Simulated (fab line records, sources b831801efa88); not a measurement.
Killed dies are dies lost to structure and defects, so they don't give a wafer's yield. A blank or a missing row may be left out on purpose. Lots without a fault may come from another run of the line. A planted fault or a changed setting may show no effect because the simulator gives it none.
A struck lot beside a sound one | flow sfq_line | 15 steps out of a route of 325
Sound: wafers L280.1, L280.3, L280.4. Struck: wafers L286.2, L286.4. The cause comes at the end.
At each step with rows: each side's tool, then ch and its chambers, then its first start. Under that, the readings that differ: sound wafers | struck wafers | difference of the means | sigmas: that difference in standard deviations of wafers without a fault.
alike: readings whose means differ by less than 2 such deviations, and words and numbers that are the same on both sides. not compared: withheld readings, readings that some wafer has no value for, bounds like >300 that may hide the same value, and numbers for which the record gives no deviation and whose values overlap.
The two part at a step that has a row with sigmas, a row that says differs or no value, or rows on one side only. Numbers that don't overlap but have no deviation are shown without sigmas and don't part them. A reading that every wafer of one side lacks parts them only if that side has two wafers or more.

first, 1 step without rows for these wafers: SFQ_TRILAYER_M4_STRIP_SOLV_CLEAN_098 (cleans in NMP, time 600 s).
SFQ_TRILAYER_I4_DEP_PECVD_099: deposits SiO2 from SiH4/N2O, time 111.11 s, target thk 500 nm.
  sound on pecvd-04 ch 0,1, day 59 09:05; struck on pecvd-04 ch 0,2, day 60 17:29
  alike: chamber_pressure_Torr, heater_power_outer_w, heater_power_w, throttle_valve_pct
SFQ_TRILAYER_I4_CMP_CMP_100: polishes SiO2.
  sound on cmp-02 ch 0,1,2, day 59 12:41; struck on cmp-01 ch 0,3, day 61 01:22
  alike: motor_current_A, time_to_endpoint_s
SFQ_I4_BOW_MEAS_927:
  sound on film_metro-04, day 59 15:41; struck on film_metro-04, day 61 04:23
  alike: I4_BOW
SFQ_TRILAYER_I4_METRO_MEASURE_101:
  sound on film_metro-04, day 59 15:49; struck on film_metro-04, day 61 04:41
  alike: thk_nm
then, 6 steps without rows for these wafers: SFQ_TRILAYER_I4_VIA_LITHO_COAT_108 (resist thk 62 nm); SFQ_TRILAYER_I4_VIA_LITHO_COAT_103 (resist thk 650 nm); SFQ_TRILAYER_I4_VIA_LITHO_SOFTBAKE_107; SFQ_TRILAYER_I4_VIA_LITHO_EXPOSE_104 (exposes mask I4, target cd 700 nm); SFQ_TRILAYER_I4_VIA_LITHO_PEB_106 (peb time 60 s); SFQ_TRILAYER_I4_VIA_LITHO_DEVELOP_105 (time 60 s).
-- the record jumps here: 4 days lie between the struck wafers' starts before and after --
SFQ_I4_OVL_MEAS_928:
  sound on overlay-02, day 64 03:40; struck on overlay-02, day 65 13:24
  alike: I4_OVL
SFQ_TRILAYER_I4_VIA_BARC_OPEN_VIA_ETCH_146: etches BARC in O2, target depth 125 nm, time 41.7 s.
  sound on rie_diel-04 ch 1,2,3, day 64 03:42; struck on rie_diel-04 ch 0,2, day 65 13:26
  reading               | sound             | struck      | difference | sigmas
  oes_product_au (a.u.) | 0.677 0.681 0.683 | 0.671 0.666 | -0.012     | -2
  run_length_s (s)      | 70.3 69.9 69.9    | 73.1 73.4   | +3.2       | +8
  alike: drypump_motor_current_A
  not compared: rf_hours_counter_h, model.KrF_of_TRILAYER_I4_VIA_LITHO_COAT_103.thk_nm
SFQ_TRILAYER_I4_VIA_ETCH_VIA_ETCH_106: etches SiO2 in CHF3, stops on Nb, target depth 260 nm.
  sound on rie_diel-04 ch 1,2,3, day 64 03:44; struck on rie_diel-04 ch 0,2, day 65 13:28
  reading                                                 | sound           | struck    | difference | sigmas
  model.KrF_of_TRILAYER_I4_VIA_LITHO_COAT_103.thk_nm (nm) | 524.3 527.7 526 | 528.5 528 | +2.2       |
  alike: drypump_motor_current_A, oes_product_au
SFQ_TRILAYER_I4_VIA_STRIP_STRIP_107: strips in O2.
  sound on rie_metal-04 ch 0,1, day 64 03:52; struck on rie_metal-04 ch 0,1, day 65 13:35
  alike: drypump_motor_current_A, oes_product_au
  not compared: rf_hours_counter_h

WHERE THEY PART
Only at SFQ_TRILAYER_I4_VIA_BARC_OPEN_VIA_ETCH_146, within this record. Later steps at which nothing parts them and some readings are alike: SFQ_TRILAYER_I4_VIA_ETCH_VIA_ETCH_106, SFQ_TRILAYER_I4_VIA_STRIP_STRIP_107.

WHY: what the simulator had put in
Process parameter drift: rie_diel-04, from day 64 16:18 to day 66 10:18, at SFQ_TRILAYER_I4_VIA_BARC_OPEN_VIA_ETCH_146. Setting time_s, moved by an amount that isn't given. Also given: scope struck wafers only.
